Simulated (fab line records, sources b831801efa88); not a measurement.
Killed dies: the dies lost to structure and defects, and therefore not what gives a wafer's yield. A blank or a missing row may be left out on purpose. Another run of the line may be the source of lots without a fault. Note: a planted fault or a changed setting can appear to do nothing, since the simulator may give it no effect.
Which tool was responsible? / flow sky130 / Sampling: 12 lots, 36 wafers, 3 of 708 route steps

## WHAT THE GAUGES READ, wafer by wafer
SKY_SONOS_ONO_THK_MEAS_01.
lot=L625; measured=day 11 18:02; on=filmMetro-03; SONOS_ONO_OXIDATION_THK (nm)=2.64 2.56 2.67
lot=L627; measured=day 12 06:52; on=filmMetro-01; SONOS_ONO_OXIDATION_THK (nm)=2.63 2.64 2.65
lot=L628; measured=day 12 15:17; on=filmMetro-01; SONOS_ONO_OXIDATION_THK (nm)=2.53 2.56 2.67
lot=L632; measured=day 14 01:00; on=filmMetro-03; SONOS_ONO_OXIDATION_THK (nm)=2.71 2.75 2.66
lot=L634; measured=day 14 18:59; on=filmMetro-04; SONOS_ONO_OXIDATION_THK (nm)=2.72 2.62 2.65
lot=L635; measured=day 14 22:55; on=filmMetro-04; SONOS_ONO_OXIDATION_THK (nm)=2.63 2.67 2.65
lot=L636; measured=day 15 05:22; on=filmMetro-01; SONOS_ONO_OXIDATION_THK (nm)=2.60 2.60 2.58
lot=L637; measured=day 15 14:52; on=filmMetro-01; SONOS_ONO_OXIDATION_THK (nm)=2.69 2.66 2.66
lot=L645; measured=day 18 03:42; on=filmMetro-01; SONOS_ONO_OXIDATION_THK (nm)=2.59 2.65 2.56
lot=L646; measured=day 18 14:59; on=filmMetro-03; SONOS_ONO_OXIDATION_THK (nm)=2.65 2.59 2.64
lot=L647; measured=day 19 00:04; on=filmMetro-03; SONOS_ONO_OXIDATION_THK (nm)=2.55 2.57 2.62
lot=L648; measured=day 19 07:08; on=filmMetro-01; SONOS_ONO_OXIDATION_THK (nm)=2.63 2.65 2.64

SKY_SONOS_ONO_THK_MEAS_03.
lot=L625; measured=day 11 19:09; on=filmMetro-01; SONOS_ONO_CVD_02_THK (nm)=10.59 10.63 10.54
lot=L627; measured=day 12 07:58; on=filmMetro-04; SONOS_ONO_CVD_02_THK (nm)=10.36 10.33 10.25
lot=L628; measured=day 12 16:31; on=filmMetro-01; SONOS_ONO_CVD_02_THK (nm)=10.54 10.62 10.49
lot=L632; measured=day 14 04:12; on=filmMetro-01; SONOS_ONO_CVD_02_THK (nm)=10.54 10.49 10.50
lot=L634; measured=day 14 22:05; on=filmMetro-01; SONOS_ONO_CVD_02_THK (nm)=10.53 10.53 10.50
lot=L635; measured=day 15 01:10; on=filmMetro-03; SONOS_ONO_CVD_02_THK (nm)=6.33 6.28 6.42
lot=L636; measured=day 15 06:29; on=filmMetro-04; SONOS_ONO_CVD_02_THK (nm)=6.03 6.01 6.06
lot=L637; measured=day 15 15:59; on=filmMetro-01; SONOS_ONO_CVD_02_THK (nm)=6.23 6.17 6.16
lot=L645; measured=day 18 05:34; on=filmMetro-01; SONOS_ONO_CVD_02_THK (nm)=10.34 10.35 10.35
lot=L646; measured=day 18 16:32; on=filmMetro-01; SONOS_ONO_CVD_02_THK (nm)=10.67 10.66 10.61
lot=L647; measured=day 19 02:58; on=filmMetro-01; SONOS_ONO_CVD_02_THK (nm)=10.58 10.59 10.57
lot=L648; measured=day 19 08:52; on=filmMetro-03; SONOS_ONO_CVD_02_THK (nm)=10.70 10.71 10.76

## WHICH TOOL RAN EACH LOT (tool, then ch and the chambers of the sampled wafers, then the start)
lot=L625; SKY_SONOS_ONO_CVD_02=lpcvd-02 ch 0, day 11 18:06
lot=L627; SKY_SONOS_ONO_CVD_02=lpcvd-02 ch 1, day 12 06:55
lot=L628; SKY_SONOS_ONO_CVD_02=lpcvd-02 ch 1, day 12 15:27
lot=L632; SKY_SONOS_ONO_CVD_02=lpcvd-02 ch 1, day 14 02:37
lot=L634; SKY_SONOS_ONO_CVD_02=lpcvd-02 ch 0, day 14 21:02
lot=L635; SKY_SONOS_ONO_CVD_02=lpcvd-02 ch 1, day 15 00:06
lot=L636; SKY_SONOS_ONO_CVD_02=lpcvd-02 ch 1, day 15 05:26
lot=L637; SKY_SONOS_ONO_CVD_02=lpcvd-02 ch 0, day 15 14:56
lot=L645; SKY_SONOS_ONO_CVD_02=lpcvd-02 ch 0, day 18 03:59
lot=L646; SKY_SONOS_ONO_CVD_02=lpcvd-02 ch 1, day 18 15:29
lot=L647; SKY_SONOS_ONO_CVD_02=lpcvd-02 ch 1, day 19 01:55
lot=L648; SKY_SONOS_ONO_CVD_02=lpcvd-02 ch 0, day 19 07:49
- SKY_SONOS_ONO_CVD_02: deposits Si3N4 from DCS/NH3, target thk 10.5 nm, time 180 s.

## WHAT THE TOOLS THEMSELVES READ (means of the sampled wafers that have a number; where no wafer has one, the mark that the record gives instead)
SKY_SONOS_ONO_CVD_02.
lot=L625; tool=lpcvd-02; pressureMtorr (mTorr)=250.1
lot=L627; tool=lpcvd-02; pressureMtorr (mTorr)=250.0
lot=L628; tool=lpcvd-02; pressureMtorr (mTorr)=249.6
lot=L632; tool=lpcvd-02; pressureMtorr (mTorr)=249.1
lot=L634; tool=lpcvd-02; pressureMtorr (mTorr)=250.1
lot=L635; tool=lpcvd-02; pressureMtorr (mTorr)=250.2
lot=L636; tool=lpcvd-02; pressureMtorr (mTorr)=249.4
lot=L637; tool=lpcvd-02; pressureMtorr (mTorr)=249.4
lot=L645; tool=lpcvd-02; pressureMtorr (mTorr)=250.2
lot=L646; tool=lpcvd-02; pressureMtorr (mTorr)=250.2
lot=L647; tool=lpcvd-02; pressureMtorr (mTorr)=249.9
lot=L648; tool=lpcvd-02; pressureMtorr (mTorr)=249.4

## THE ANSWER, worked out from the rows above alone
Rule: the usual values come from the lots themselves. Put in order of their means at a reading, lots are off if they are a third of the lots or fewer, leave a main group of 4 or more, and stand apart from it by a gap of 3 or more times the standard deviation of the main group's means; of several such gaps the widest counts. The tables above print the reading to a certain number of digits; a main group whose means all agree to those digits is not used. A lot without any number at a reading at which 4 lots or more have one is off too. The other lots that the step has rows for count as sound. First the gauges in route order, then the tools' own readings, where a lot's mean is used as printed above. The first step at which some lot is off is used, and at that step the reading that is off furthest; a lot without a number counts as furthest.
Off: at SKY_SONOS_ONO_THK_MEAS_03 (SONOS_ONO_CVD_02_THK), L635, L636, L637. The main group has a mean of 10.53 nm with a standard deviation of 0.12.
If a tool, at a process step before that reading, ran all the lots that are off and no sound lot after the first of them, it fits. Gauges at SKY_SONOS_ONO_THK_MEAS_03: tried the same way as those tools. Of those tried, none fits.

## WHAT THE SIMULATOR HAD INSERTED
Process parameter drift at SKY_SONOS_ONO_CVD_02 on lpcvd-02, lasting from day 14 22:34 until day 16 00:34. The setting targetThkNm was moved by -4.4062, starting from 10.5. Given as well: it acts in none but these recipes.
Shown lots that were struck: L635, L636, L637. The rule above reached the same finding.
